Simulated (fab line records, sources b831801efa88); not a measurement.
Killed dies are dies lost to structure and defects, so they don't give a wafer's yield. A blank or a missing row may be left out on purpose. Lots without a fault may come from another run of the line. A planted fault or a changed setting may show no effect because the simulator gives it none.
fab line records | flow gf180mcu
record lots=5 wafers=15 last_day=34
route steps=602 shown V4@498 MIM@503 M5@526
lots that met no fault: from a run of the same line without faults
start_h: hours from the record's first day to the start of the lot's first wafer shown | wait_h: hours since the lot's step before | " the same as in the row above | L1.1+2: a row that stands for several wafers | - no value, or no start given | * or withheld: withheld | < > ~ a bound
route shown NAME@n: a module of which the file shows steps, and the number in the route of the first | usual: mean/standard deviation of fault-free wafers | same: alike in all rows | chamber/n: place in a boat | sites: the reading at each site | _std_site: their standard deviation | _edge_site: outer sites' mean less inner sites' | radius_mm: how far each site lies from the wafer's centre | mask NAME#n: copy n | behind: the tool/chamber that last shaped the wafer | hold: why the lot was held/for how many hours/how that ended | device: the transistor (n, p or np) that didn't switch | end of line: the same wafers' tests at the end of the route | a step without rows: its recipe alone | killed: dies lost to structure and defects at the first sort, not the wafer's yield | map: a wafer's dies, x killed, . not, _ none there
set.NAME: the setting as run; set.NAME@STEP: as run at that earlier step | model.NAME: the simulator's own value behind a step, which no gauge read
lots at some steps of the route; a table a step, a row a wafer
services: from which hour (start_h, from the record's first day; less than 0 if before it) a tool's chamber was out of use, for how many hours, and why
## steps
# step GF_V4_SPUTTER_22
# recipe material=TiN target_thk_nm=10 chamber_pressure_pa=5 power_w=4000 time_s=40
# usual throttle_valve_pct=29.7/0.91
# columns lot.wafer tool chamber start_h wait_h throttle_valve_pct
L076.3 pvd_sputter-01 - 591.19 0.0 30.7
L076.4 " - " " 29.2
L076.5 " - " " 31.0
L077.2 pvd_sputter-04 - 605.10 0.0 30.6
L077.3 " - " " 30.0
L077.5 " - " " 29.7
L086.2 pvd_sputter-03 - 655.64 0.0 31.0
L086.5 " - " " 31.3
L086.6 " - " " 28.7
L096.2 pvd_sputter-01 - 719.67 0.0 29.3
L096.3 " - " " 28.5
L096.4 " - " " 28.5
L097.3 pvd_sputter-03 - 735.88 0.0 28.1
L097.5 " - " " 28.6
L097.6 " - " " 30.9
# step GF_V4_CVD_23
# recipe material=W target_thk_nm=350 time_s=104.9 temp_c=400 pressure_torr=40
# usual heater_power_w=881/33
# columns lot.wafer tool chamber start_h wait_h heater_power_w
L076.3 cvd_w-02 1 591.26 0.1 917
L076.4 " 0 " " 909
L076.5 " 0 " " 887
L077.2 cvd_w-01 0 605.14 0.0 837
L077.3 " 1 " " 865
L077.5 " 0 " " 841
L086.2 cvd_w-02 1 655.68 0.0 916
L086.5 " 0 " " 883
L086.6 " 1 " " 938
L096.2 cvd_w-01 0 719.71 0.0 842
L096.3 " 1 " " 874
L096.4 " 0 " " 829
L097.3 cvd_w-01 0 735.96 0.1 824
L097.5 " 1 " " 830
L097.6 " 0 " " 861
# step GF_V4_RS_MEAS_24
# recipe thk_meas_gauge=four-point-probe reads=W_of_V4_CVD_23+TiN_of_V4_SPUTTER_22+Ti_of_V4_SPUTTER_21
# usual V4_W_RS=0.326/0.0033
# columns lot.wafer tool chamber start_h wait_h V4_W_RS[ohm/sq]
L076.3 film_metro-03 - 591.38 0.1 0.328
L076.4 " - " " 0.326
L076.5 " - " " 0.324
L077.2 film_metro-01 - 605.27 0.1 0.325
L077.3 " - " " 0.323
L077.5 " - " " 0.330
L086.2 film_metro-03 - 655.81 0.1 0.328
L086.5 " - " " 0.325
L086.6 " - " " 0.326
L096.2 film_metro-01 - 719.84 0.1 0.330
L096.3 " - " " 0.328
L096.4 " - " " 0.328
L097.3 film_metro-04 - 736.08 0.1 0.326
L097.5 " - " " 0.328
L097.6 " - " " 0.329
# step GF_V4_THK_MEAS_25
# recipe thk_meas_gauge=xrf reads=W_of_V4_CVD_23
# usual V4_W_THK=350/5
# columns lot.wafer tool chamber start_h wait_h V4_W_THK[nm]
L076.3 film_metro-03 - 591.48 0.1 349
L076.4 " - " " 348
L076.5 " - " " 352
L077.2 film_metro-01 - 605.38 0.1 348
L077.3 " - " " 350
L077.5 " - " " 344
L086.2 film_metro-03 - 655.92 0.1 347
L086.5 " - " " 350
L086.6 " - " " 348
L096.2 film_metro-01 - 719.95 0.1 343
L096.3 " - " " 344
L096.4 " - " " 345
L097.3 film_metro-04 - 736.18 0.1 351
L097.5 " - " " 344
L097.6 " - " " 345
# step GF_V4_CMP_26
# recipe stop_on=SiO2 down_force_psi=3.5 platen_rpm=60 t_overpolish_s=15 target_thk_nm=0 pad_velocity_m_s=0.94248
# usual head_pressure_psi=3.499/0.0083 motor_current_A=11.3/0.67 overpolish_run_s=14.999/0.01 time_to_endpoint_s=86/3.4
# columns lot.wafer tool chamber start_h wait_h head_pressure_psi motor_current_A overpolish_run_s time_to_endpoint_s
L076.4 cmp-01 0 591.52 0.0 3.508 10.3 14.997 90
L076.3 " 3 " " 3.500 11.3 14.993 89
L076.5 " 0 " " 3.502 11.3 14.992 90
L077.3 cmp-02 2 605.43 0.0 3.487 11.1 15.004 89
L077.2 " 0 " " 3.480 11.9 14.977 82
L077.5 " 2 " " 3.481 10.5 14.984 81
L086.2 cmp-02 0 656.12 0.2 3.507 12.5 14.991 82
L086.5 " 1 " " 3.492 11.1 14.999 86
L086.6 " 2 " " 3.507 10.8 15.002 84
L096.2 cmp-01 2 720.00 0.0 3.505 11.2 15.000 85
L096.4 " 3 " " 3.497 10.6 15.014 87
L096.3 " 0 " " 3.499 10.8 14.994 83
L097.3 cmp-02 3 736.22 0.0 3.514 11.0 14.994 81
L097.5 " 3 " " 3.509 11.1 14.982 83
L097.6 " 0 " " 3.494 13.0 14.991 80
# step GF_MIM_SPUTTER_00
# recipe material=Ti target_thk_nm=37.5 arriving_ion_energy_ev=80 substrate_temp_c=200 chamber_pressure_pa=2 power_w=4000 time_s=150
# usual throttle_valve_pct=29.8/1.2
# columns lot.wafer tool chamber start_h wait_h throttle_valve_pct
L076.3 pvd_sputter-01 - 591.82 0.1 30.9
L076.4 " - " " 29.5
L076.5 " - " " 29.5
L077.2 pvd_sputter-02 - 605.73 0.1 30.0
L077.3 " - " " 32.6
L077.5 " - " " 28.9
L086.2 pvd_sputter-01 - 656.27 0.1 30.6
L086.5 " - " " 28.4
L086.6 " - " " 30.5
L096.2 pvd_sputter-02 - 720.30 0.2 30.2
L096.3 " - " " 32.2
L096.4 " - " " 31.1
L097.3 pvd_sputter-02 - 736.52 0.2 30.3
L097.5 " - " " 29.1
L097.6 " - " " 29.9
# step GF_MIM_SPUTTER_01
# recipe material=TiN target_thk_nm=30 power_w=6500 time_s=25 chamber_pressure_pa=0.4
# usual throttle_valve_pct=29.7/1.2
# columns lot.wafer tool chamber start_h wait_h throttle_valve_pct
L076.3 pvd_sputter-01 - 591.92 0.1 30.5
L076.4 " - " " 29.0
L076.5 " - " " 29.5
L077.2 pvd_sputter-02 - 605.83 0.1 30.0
L077.3 " - " " 32.1
L077.5 " - " " 28.7
L086.2 pvd_sputter-01 - 656.37 0.1 30.8
L086.5 " - " " 28.4
L086.6 " - " " 30.5
L096.2 pvd_sputter-02 - 720.40 0.1 29.9
L096.3 " - " " 32.1
L096.4 " - " " 31.2
L097.3 pvd_sputter-02 - 736.62 0.1 30.3
L097.5 " - " " 28.9
L097.6 " - " " 30.2
# step GF_MIM_SPUTTER_02
# recipe material=AlCu target_thk_nm=450 power_w=10600 time_s=23.9 chamber_pressure_pa=0.4
# usual throttle_valve_pct=29.8/1.2
# columns lot.wafer tool chamber start_h wait_h throttle_valve_pct
L076.3 pvd_sputter-01 - 591.95 0.0 30.6
L076.4 " - " " 29.4
L076.5 " - " " 29.5
L077.2 pvd_sputter-02 - 605.86 0.0 30.3
L077.3 " - " " 32.1
L077.5 " - " " 28.8
L086.2 pvd_sputter-01 - 656.41 0.0 31.0
L086.5 " - " " 28.3
L086.6 " - " " 30.5
L096.2 pvd_sputter-02 - 720.43 0.0 30.2
L096.3 " - " " 32.2
L096.4 " - " " 31.2
L097.3 pvd_sputter-02 - 736.65 0.0 29.9
L097.5 " - " " 29.0
L097.6 " - " " 29.9
# step GF_MIM_SPUTTER_03
# recipe material=Ti target_thk_nm=10 substrate_temp_c=300 chamber_pressure_pa=0.3 power_w=3000 time_s=6.7
# usual throttle_valve_pct=29.8/1.2
# columns lot.wafer tool chamber start_h wait_h throttle_valve_pct
L076.3 pvd_sputter-01 - 591.98 0.0 31.0
L076.4 " - " " 29.1
L076.5 " - " " 29.3
L077.2 pvd_sputter-02 - 605.89 0.0 30.1
L077.3 " - " " 32.3
L077.5 " - " " 28.8
L086.2 pvd_sputter-01 - 656.44 0.0 30.7
L086.5 " - " " 28.6
L086.6 " - " " 30.7
L096.2 pvd_sputter-02 - 720.46 0.0 30.0
L096.3 " - " " 32.4
L096.4 " - " " 31.4
L097.3 pvd_sputter-02 - 736.68 0.0 30.0
L097.5 " - " " 28.9
L097.6 " - " " 29.8
# step GF_MIM_SPUTTER_04
# recipe material=TiN target_thk_nm=50 power_w=6500 time_s=41.7 chamber_pressure_pa=0.4
# usual throttle_valve_pct=29.7/1.2
# columns lot.wafer tool chamber start_h wait_h throttle_valve_pct
L076.3 pvd_sputter-01 - 592.00 0.0 31.0
L076.4 " - " " 29.0
L076.5 " - " " 29.3
L077.2 pvd_sputter-02 - 605.91 0.0 30.0
L077.3 " - " " 32.0
L077.5 " - " " 28.7
L086.2 pvd_sputter-01 - 656.46 0.0 30.5
L086.5 " - " " 28.5
L086.6 " - " " 31.2
L096.2 pvd_sputter-02 - 720.48 0.0 30.1
L096.3 " - " " 32.3
L096.4 " - " " 31.0
L097.3 pvd_sputter-02 - 736.70 0.0 29.7
L097.5 " - " " 29.0
L097.6 " - " " 30.0
# step GF_MIM_CVD_05
# recipe material=Si3N4 target_thk_nm=42 temp_max_c=400 temp_c=385 time_s=29.086 rf_w=450
# usual heater_power_w=665/91
# columns lot.wafer tool chamber start_h wait_h heater_power_w
L076.3 pecvd-04 1 592.04 0.0 628
L076.4 " 0 " " 654
L076.5 " 1 " " 651
L077.2 pecvd-04 0 605.95 0.0 639
L077.3 " 1 " " 595
L077.5 " 2 " " 582
L086.2 pecvd-01 1 656.50 0.0 806
L086.5 " 2 " " 578
L086.6 " 1 " " 813
L096.2 pecvd-02 2 720.52 0.0 746
L096.3 " 1 " " 706
L096.4 " 2 " " 752
L097.3 pecvd-04 2 736.74 0.0 668
L097.5 " 0 " " 631
L097.6 " 1 " " 601
# step GF_MIM_THK_MEAS_06
# recipe reads=Si3N4_of_MIM_CVD_05
# usual MIM_CVD_05_THK=42.0/0.54
# columns lot.wafer tool chamber start_h wait_h MIM_CVD_05_THK[nm]
L076.3 film_metro-02 - 592.09 0.0 41.5
L076.4 " - " " 42.1
L076.5 " - " " 42.1
L077.2 film_metro-02 - 605.99 0.0 41.1
L077.3 " - " " 42.0
L077.5 " - " " 42.4
L086.2 film_metro-02 - 656.54 0.0 41.5
L086.5 " - " " 41.6
L086.6 " - " " 42.1
L096.2 film_metro-04 - 720.56 0.0 41.5
L096.3 " - " " 41.4
L096.4 " - " " 41.6
L097.3 film_metro-03 - 736.79 0.0 41.5
L097.5 " - " " 42.1
L097.6 " - " " 42.1
# step GF_MIM_SPUTTER_07
# recipe material=TiN target_thk_nm=60 power_w=6500 time_s=50 chamber_pressure_pa=0.4
# usual throttle_valve_pct=29.9/1.2
# columns lot.wafer tool chamber start_h wait_h throttle_valve_pct
L076.3 pvd_sputter-03 - 592.13 0.0 31.1
L076.4 " - " " 30.4
L076.5 " - " " 30.4
L077.2 pvd_sputter-03 - 606.04 0.0 28.9
L077.3 " - " " 31.5
L077.5 " - " " 30.5
L086.2 pvd_sputter-02 - 656.59 0.0 30.2
L086.5 " - " " 29.7
L086.6 " - " " 28.8
L096.2 pvd_sputter-03 - 720.61 0.0 28.2
L096.3 " - " " 30.8
L096.4 " - " " 28.6
L097.3 pvd_sputter-03 - 736.83 0.0 28.3
L097.5 " - " " 31.2
L097.6 " - " " 28.7
# step GF_MIM_SPUTTER_08
# recipe material=AlCu target_thk_nm=200 power_w=10600 time_s=10.6 chamber_pressure_pa=0.4
# usual throttle_valve_pct=29.9/1.2
# columns lot.wafer tool chamber start_h wait_h throttle_valve_pct
L076.3 pvd_sputter-03 - 592.18 0.0 31.2
L076.4 " - " " 30.4
L076.5 " - " " 30.2
L077.2 pvd_sputter-03 - 606.09 0.0 28.7
L077.3 " - " " 31.2
L077.5 " - " " 30.5
L086.2 pvd_sputter-02 - 656.63 0.0 30.5
L086.5 " - " " 30.2
L086.6 " - " " 29.0
L096.2 pvd_sputter-03 - 720.66 0.0 28.4
L096.3 " - " " 31.2
L096.4 " - " " 28.8
L097.3 pvd_sputter-03 - 736.87 0.0 28.4
L097.5 " - " " 30.9
L097.6 " - " " 28.9
# step GF_MIM_SPUTTER_09
# recipe material=TiN target_thk_nm=35 power_w=6500 time_s=29.2 chamber_pressure_pa=0.4
# usual throttle_valve_pct=29.9/1.2
# columns lot.wafer tool chamber start_h wait_h throttle_valve_pct
L076.3 pvd_sputter-03 - 592.20 0.0 31.0
L076.4 " - " " 30.5
L076.5 " - " " 30.7
L077.2 pvd_sputter-03 - 606.11 0.0 28.8
L077.3 " - " " 31.2
L077.5 " - " " 30.5
L086.2 pvd_sputter-02 - 656.66 0.0 30.2
L086.5 " - " " 29.9
L086.6 " - " " 28.7
L096.2 pvd_sputter-03 - 720.68 0.0 28.3
L096.3 " - " " 31.1
L096.4 " - " " 28.5
L097.3 pvd_sputter-03 - 736.90 0.0 28.3
L097.5 " - " " 31.3
L097.6 " - " " 28.3
# step GF_MIM_RS_MEAS_10
# recipe thk_meas_gauge=four-point-probe reads=TiN_of_MIM_SPUTTER_09+AlCu_of_MIM_SPUTTER_08+TiN_of_MIM_SPUTTER_07
# usual MIM_ALCU_RS=0.1601/0.0015
# columns lot.wafer tool chamber start_h wait_h MIM_ALCU_RS[ohm/sq]
L076.3 film_metro-03 - 592.27 0.1 0.1615
L076.4 " - " " 0.1603
L076.5 " - " " 0.1601
L077.2 film_metro-03 - 606.16 0.0 0.1589
L077.3 " - " " 0.1590
L077.5 " - " " 0.1575
L086.2 film_metro-02 - 656.71 0.0 0.1608
L086.5 " - " " 0.1609
L086.6 " - " " 0.1617
L096.2 film_metro-03 - 720.73 0.0 0.1588
L096.3 " - " " 0.1600
L096.4 " - " " 0.1605
L097.3 film_metro-04 - 736.97 0.1 0.1574
L097.5 " - " " 0.1568
L097.6 " - " " 0.1577
# step GF_MIM_THK_MEAS_11
# recipe thk_meas_gauge=xrf reads=AlCu_of_MIM_SPUTTER_08
# usual MIM_ALCU_THK=200.5/2
# columns lot.wafer tool chamber start_h wait_h MIM_ALCU_THK[nm]
L076.3 film_metro-03 - 592.37 0.1 199.2
L076.4 " - " " 201.0
L076.5 " - " " 200.2
L077.2 film_metro-03 - 606.27 0.1 201.6
L077.3 " - " " 202.3
L077.5 " - " " 203.3
L086.2 film_metro-02 - 656.82 0.1 201.1
L086.5 " - " " 200.1
L086.6 " - " " 199.5
L096.2 film_metro-03 - 720.84 0.1 203.0
L096.3 " - " " 201.3
L096.4 " - " " 200.5
L097.3 film_metro-04 - 737.07 0.1 203.1
L097.5 " - " " 204.9
L097.6 " - " " 204.8
# step GF_MIM_DEHYDRATE_12
# recipe temp_c=200 time_s=60
# columns lot.wafer tool chamber start_h wait_h
L076.3+4+5 litho_track-01 0 603.90 11.5
L077.2+3+5 litho_track-01 0 614.67 8.4
L086.2+5+6 litho_track-01 0 666.92 10.1
L096.2+3+4 litho_track-04 0 730.22 9.4
L097.3+5+6 litho_track-04 0 744.69 7.6
# step GF_MIM_HMDS_13
# recipe prime_time_s=60 prime_temp_c=120
# same prime_time_s=60
# columns lot.wafer tool chamber start_h wait_h
L076.3+4+5 litho_track-01 0 604.05 0.1
L077.2+3+5 litho_track-01 0 614.82 0.1
L086.2+5+6 litho_track-01 0 667.07 0.1
L096.2+3+4 litho_track-04 0 730.37 0.1
L097.3+5+6 litho_track-04 0 744.84 0.1
# step GF_MIM_COAT_14
# recipe resist=NOVOLAK spin_rpm=3000 resist_thk_nm=1000
# columns lot.wafer tool chamber start_h wait_h
L076.3+4+5 litho_track-01 0 604.20 0.1
L077.2+3+5 litho_track-01 0 614.97 0.1
L086.2+5+6 litho_track-01 0 667.22 0.1
L096.2+3+4 litho_track-04 0 730.52 0.1
L097.3+5+6 litho_track-04 0 744.99 0.1
# step GF_MIM_SOFTBAKE_15
# recipe temp_c=90 time_s=60 resist=NOVOLAK
# columns lot.wafer tool chamber start_h wait_h
L076.3+4+5 litho_track-01 0 604.35 0.1
L077.2+3+5 litho_track-01 0 615.12 0.1
L086.2+5+6 litho_track-01 0 667.37 0.1
L096.2+3+4 litho_track-04 0 730.67 0.1
L097.3+5+6 litho_track-04 0 745.14 0.1
# step GF_MIM_EXPOSE_16
# recipe mask_id=FuseTop target_cd_nm=2000 na=0.6 source_shape=conventional sigma_outer=0.6 dose_mj=140
# columns lot.wafer tool chamber start_h wait_h mask
L076.3+4+5 iline_stepper-01 0 - - FuseTop#0
L077.2+3+5 iline_stepper-01 0 - - FuseTop#0
L086.2+5+6 iline_stepper-02 0 - - FuseTop#0
L096.2+3+4 iline_stepper-02 0 - - FuseTop#0
L097.3+5+6 iline_stepper-02 0 - - FuseTop#0
# step GF_MIM_PEB_17
# recipe temp_c=withheld time_s=* resist=NOVOLAK
# columns lot.wafer tool chamber start_h wait_h
L076.3+4+5 litho_track-03 0 - -
L077.2+3+5 litho_track-04 0 - -
L086.2+5+6 litho_track-03 0 - -
L096.2+3+4 litho_track-03 0 - -
L097.3+5+6 litho_track-01 0 - -
# step GF_MIM_DEVELOP_18
# recipe develop_time_s=60 dev_temp_c=23
# columns lot.wafer tool chamber start_h wait_h
L076.3+4+5 litho_track-03 0 613.11 0.1
L077.2+3+5 litho_track-04 0 626.62 0.1
L086.2+5+6 litho_track-03 0 676.73 0.1
L096.2+3+4 litho_track-03 0 738.28 0.1
L097.3+5+6 litho_track-01 0 753.60 0.1
# step GF_MIM_METAL_ETCH_19
# recipe chemistry=Cl2/BCl3 mask_material=NOVOLAK stop_on=Si3N4 target_depth_nm=324.5 pressure_mtorr=8 icp_w=800 bias_w=140 Cl2_flow_sccm=80 bcl3_flow_sccm=40 time_s=54.1
# usual drypump_motor_current_A=5.84/0.22 oes_product_au=0.941/0.0057 throttle_valve_pct=28.283/0.0099
# columns lot.wafer tool chamber start_h wait_h drypump_motor_current_A oes_product_au rf_hours_counter_h throttle_valve_pct
L076.3 rie_metal-01 1 613.23 0.1 5.65 0.932 - 28.272
L076.4 " 0 " " 5.45 0.947 - 28.284
L076.5 " 1 " " 5.67 0.941 - 28.292
L077.2 rie_metal-03 1 626.75 0.1 6.20 0.943 7 28.286
L077.3 " 1 " " 6.21 0.940 - 28.285
L077.5 " 1 " " 6.21 0.945 - 28.270
L086.2 rie_metal-02 1 676.86 0.1 5.91 0.944 6 28.274
L086.5 " 1 " " 5.92 0.938 - 28.292
L086.6 " 0 " " 5.78 0.934 - 28.278
L096.2 rie_metal-02 1 738.40 0.1 5.92 0.941 9 28.268
L096.3 " 0 " " 5.79 0.940 - 28.276
L096.4 " 1 " " 5.90 0.938 - 28.298
L097.3 rie_metal-02 1 753.72 0.1 5.92 0.949 - 28.280
L097.5 " 1 " " 5.91 0.949 - 28.265
L097.6 " 0 " " 5.79 0.944 - 28.270
# step GF_MIM_STRIP_20
# recipe chemistry=O2/N2 power_w=1400 pressure_mtorr=1500 platen_temp_c=250 o2_flow_sccm=3000 n2_flow_sccm=300 overash_fraction=0.5
# usual drypump_motor_current_A=5.7/0.42 heater_power_w=351/49 oes_product_au=0.690/0.0047 strip_time_to_endpoint_s=11.19/0.032
# same overash_fraction=0.5
# columns lot.wafer tool chamber start_h wait_h drypump_motor_current_A heater_power_w oes_product_au rf_hours_counter_h strip_time_to_endpoint_s
L076.3 plasma_asher-03 0 613.31 0.1 5.4 293 0.694 - 11.23
L076.4 " 1 " " 5.8 349 0.686 - 11.21
L076.5 " 1 " " 5.8 354 0.687 - 11.24
L077.2 plasma_asher-03 1 626.82 0.0 5.8 344 0.699 87 11.24
L077.3 " 1 " " 5.8 348 0.697 - 11.21
L077.5 " 1 " " 5.8 349 0.689 - 11.21
L086.2 plasma_asher-04 1 676.93 0.0 5.8 270 0.695 22 11.11
L086.5 " 0 " " 5.2 396 0.687 - 11.17
L086.6 " 1 " " 5.8 272 0.695 - 11.20
L096.2 plasma_asher-03 1 738.47 0.0 5.8 355 0.686 100 11.23
L096.3 " 1 " " 5.8 349 0.689 - 11.22
L096.4 " 0 " " 5.4 301 0.696 - 11.20
L097.3 plasma_asher-04 1 753.80 0.1 5.8 271 0.684 - 11.16
L097.5 " 1 " " 5.8 274 0.684 - 11.18
L097.6 " 0 " " 5.2 404 0.687 - 11.18
# step GF_MIM_STRIP_21
# recipe chemistry=post_etch_residue_remover time_s=1200 temp_c=72.5
# columns lot.wafer tool chamber start_h wait_h
L076.3+4+5 wet_bench-02 2 613.38 0.0
L077.2+3+5 wet_bench-03 2 626.92 0.1
L086.2+5+6 wet_bench-02 0 677.03 0.1
L096.2+3+4 wet_bench-02 0 738.57 0.1
L097.3+5+6 wet_bench-02 2 753.88 0.0
# step GF_MIM_CLEAN_22
# recipe chemistry=DIW dry=n2_spin
# columns lot.wafer tool chamber start_h wait_h
L076.3+4+5 wet_bench-04 1 613.72 0.0
L077.2+3+5 wet_bench-04 0 627.26 0.0
L086.2+5+6 wet_bench-04 1 677.37 0.0
L096.2+3+4 wet_bench-03 2 738.92 0.0
L097.3+5+6 wet_bench-02 3 754.31 0.1
# step GF_M5_DEHYDRATE_00
# recipe temp_c=200 time_s=60
# columns lot.wafer tool chamber start_h wait_h
L076.3+4+5 litho_track-02 0 624.16 10.3
L077.2+3+5 litho_track-02 0 635.48 8.1
L086.2+5+6 litho_track-02 0 685.83 8.4
L096.2+3+4 litho_track-04 0 747.87 8.9
L097.3+5+6 litho_track-03 0 760.60 6.2
# step GF_M5_HMDS_01
# recipe prime_time_s=60 prime_temp_c=120
# same prime_time_s=60
# columns lot.wafer tool chamber start_h wait_h
L076.3+4+5 litho_track-02 0 624.31 0.1
L077.2+3+5 litho_track-02 0 635.63 0.1
L086.2+5+6 litho_track-02 0 685.98 0.1
L096.2+3+4 litho_track-04 0 748.02 0.1
L097.3+5+6 litho_track-03 0 760.75 0.1
# step GF_M5_COAT_02
# recipe resist=KrF spin_rpm=withheld resist_thk_nm=1000
# columns lot.wafer tool chamber start_h wait_h
L076.3+4+5 litho_track-02 0 624.46 0.1
L077.2+3+5 litho_track-02 0 635.78 0.1
L086.2+5+6 litho_track-02 0 686.13 0.1
L096.2+3+4 litho_track-04 0 748.17 0.1
L097.3+5+6 litho_track-03 0 760.90 0.1
# step GF_M5_SOFTBAKE_03
# recipe temp_c=130 time_s=60 resist=KrF
# columns lot.wafer tool chamber start_h wait_h
L076.3+4+5 litho_track-02 0 624.61 0.1
L077.2+3+5 litho_track-02 0 635.93 0.1
L086.2+5+6 litho_track-02 0 686.28 0.1
L096.2+3+4 litho_track-04 0 748.32 0.1
L097.3+5+6 litho_track-03 0 761.05 0.1
# step GF_M5_EXPOSE_04
# recipe mask_id=Metal5 target_cd_nm=280 na=0.68 source_shape=conventional sigma_outer=0.6 dose_mj=28
# columns lot.wafer tool chamber start_h wait_h mask
L076.3+4+5 krf_scanner-01 0 - - Metal5#0
L077.2+3+5 krf_scanner-02 0 - - Metal5#0
L086.2+5+6 krf_scanner-02 0 - - Metal5#0
L096.2+3+4 krf_scanner-02 0 - - Metal5#0
L097.3+5+6 krf_scanner-02 0 - - Metal5#0
# step GF_M5_PEB_05
# recipe peb_temp_c=135 peb_time_s=90 resist=KrF
# columns lot.wafer tool chamber start_h wait_h
L076.3+4+5 litho_track-04 0 - -
L077.2+3+5 litho_track-03 0 - -
L086.2+5+6 litho_track-03 0 - -
L096.2+3+4 litho_track-03 0 - -
L097.3+5+6 litho_track-03 0 - -
# step GF_M5_DEVELOP_06
# recipe develop_time_s=60 dev_temp_c=21
# columns lot.wafer tool chamber start_h wait_h
L076.3+4+5 litho_track-04 0 633.75 0.1
L077.2+3+5 litho_track-03 0 646.88 0.2
L086.2+5+6 litho_track-03 0 695.58 0.2
L096.2+3+4 litho_track-03 0 756.43 0.2
L097.3+5+6 litho_track-03 0 769.90 0.1
# step GF_M5_CD_MEAS_07
# recipe target_cd_nm=280
# usual cd_nm=280.3/1.2
# columns lot.wafer tool chamber start_h wait_h cd_nm
L076.3 cd_sem-02 - 633.89 0.1 281.4
L076.4 " - " " 280.7
L076.5 " - " " 280.1
L077.2 cd_sem-01 - 647.03 0.1 280.3
L077.3 " - " " 279.6
L077.5 " - " " 279.8
L086.2 cd_sem-02 - 695.73 0.1 280.1
L086.5 " - " " 280.2
L086.6 " - " " 279.9
L096.2 cd_sem-02 - 756.57 0.1 279.5
L096.3 " - " " 278.6
L096.4 " - " " 278.9
L097.3 cd_sem-01 - 770.04 0.1 280.5
L097.5 " - " " 280.7
L097.6 " - " " 281.2
# step GF_M5_OVL_MEAS_08
# usual M5_OVL=1/6
# columns lot.wafer tool chamber start_h wait_h M5_OVL[nm]
L076.3 overlay-01 - 633.98 0.1 3
L076.4 " - " " 1
L076.5 " - " " 7
L077.2 overlay-02 - 647.13 0.1 -6
L077.3 " - " " -8
L077.5 " - " " -5
L086.2 overlay-01 - 695.83 0.1 7
L086.5 " - " " 11
L086.6 " - " " 13
L096.2 overlay-01 - 756.68 0.1 6
L096.3 " - " " 1
L096.4 " - " " 3
L097.3 overlay-02 - 770.14 0.1 -5
L097.5 " - " " -1
L097.6 " - " " -2
# step GF_M5_ETCH_09
# recipe chemistry=CF4/O2 target=Si3N4 target_depth_nm=52 source_w=800 bias_w=150 pressure_mtorr=150 cf4_flow_sccm=80 O2_flow_sccm=10 time_s=11.6
# usual drypump_motor_current_A=5.69/0.26 oes_product_au=1.002/0.0094 throttle_valve_pct=5.972/0.0098
# columns lot.wafer tool chamber start_h wait_h drypump_motor_current_A oes_product_au rf_hours_counter_h throttle_valve_pct
L076.3 rie_diel-01 2 634.00 0.0 5.16 0.987 12 5.972
L076.4 " 3 " " 5.67 1.010 7 5.968
L076.5 " 3 " " 5.67 1.007 - 5.984
L077.2 rie_diel-03 0 647.16 0.0 5.95 1.002 13 5.973
L077.3 " 2 " " 5.18 0.998 15 5.968
L077.5 " 3 " " 5.93 1.005 - 5.988
L086.2 rie_diel-02 2 695.86 0.0 5.86 1.006 7 5.990
L086.5 " 2 " " 5.84 1.002 - 5.973
L086.6 " 1 " " 5.48 1.003 - 5.964
L096.2 rie_diel-01 3 756.71 0.0 5.68 1.002 11 5.970
L096.3 " 1 " " 5.96 1.006 39 5.969
L096.4 " 0 " " 5.70 0.984 13 5.966
L097.3 rie_diel-01 3 770.16 0.0 5.69 1.003 12 5.970
L097.5 " 1 " " 5.96 0.984 - 5.954
L097.6 " 0 " " 5.69 0.993 - 5.960
# step GF_M5_METAL_ETCH_10
# recipe chemistry=Cl2/BCl3 mask_material=KrF target_depth_nm=750.8 stop_on=SiO2 pressure_mtorr=8 icp_w=800 bias_w=140 Cl2_flow_sccm=80 bcl3_flow_sccm=40 time_s=125.1
# usual drypump_motor_current_A=5.83/0.24 oes_product_au=0.990/0.0052 throttle_valve_pct=28.229/0.0091
# columns lot.wafer tool chamber start_h wait_h drypump_motor_current_A oes_product_au rf_hours_counter_h throttle_valve_pct
L076.3 rie_metal-04 1 634.07 0.1 5.76 0.996 - 28.221
L076.4 " 0 " " 5.64 0.995 - 28.228
L076.5 " 1 " " 5.78 0.988 - 28.225
L077.2 rie_metal-03 0 647.18 0.0 5.83 0.988 0 28.224
L077.3 " 0 " " 5.84 0.984 - 28.231
L077.5 " 1 " " 6.22 0.992 - 28.221
L086.2 rie_metal-04 0 695.93 0.1 5.63 0.994 - 28.238
L086.5 " 0 " " 5.62 0.990 - 28.227
L086.6 " 0 " " 5.64 0.998 - 28.233
L096.2 rie_metal-04 0 756.73 0.0 5.63 0.996 1 28.224
L096.3 " 0 " " 5.63 0.989 - 28.233
L096.4 " 1 " " 5.75 0.998 - 28.232
L097.3 rie_metal-03 0 770.23 0.1 5.88 0.989 - 28.226
L097.5 " 0 " " 5.91 0.984 - 28.241
L097.6 " 1 " " 6.21 0.987 - 28.222
## services
# columns tool chamber start_h hours kind
cmp-02 - 577.85 0.8 repair
pecvd-04 0 579.17 4.3 repair
krf_scanner-02 - 580.48 1.3 pm
plasma_asher-03 - 581.57 5.9 repair
rie_metal-02 - 606.92 2.8 pm
rie_metal-03 - 609.05 1.4 pm
wet_bench-04 - 613.87 3.0 repair
krf_scanner-02 - 617.17 0.8 pm
iline_stepper-02 - 622.07 4.5 repair
rie_metal-02 - 622.10 1.4 pm
rie_diel-01 0 622.69 5.9 repair
cmp-02 - 624.14 0.8 repair
iline_stepper-02 - 638.49 1.7 pm
rie_diel-01 2 648.69 4.6 repair
krf_scanner-02 - 654.99 1.0 pm
wet_bench-04 - 658.38 0.9 repair
cmp-02 - 659.94 5.9 pm
cmp-02 - 665.99 0.2 repair
cmp-02 - 666.08 0.9 repair
pvd_sputter-01 - 694.41 2.4 repair
krf_scanner-02 - 731.69 1.1 repair
krf_scanner-02 - 756.49 1.3 pm
pvd_sputter-03 - 765.30 3.1 repair
pvd_sputter-02 - 766.99 3.7 repair
## key
fault none
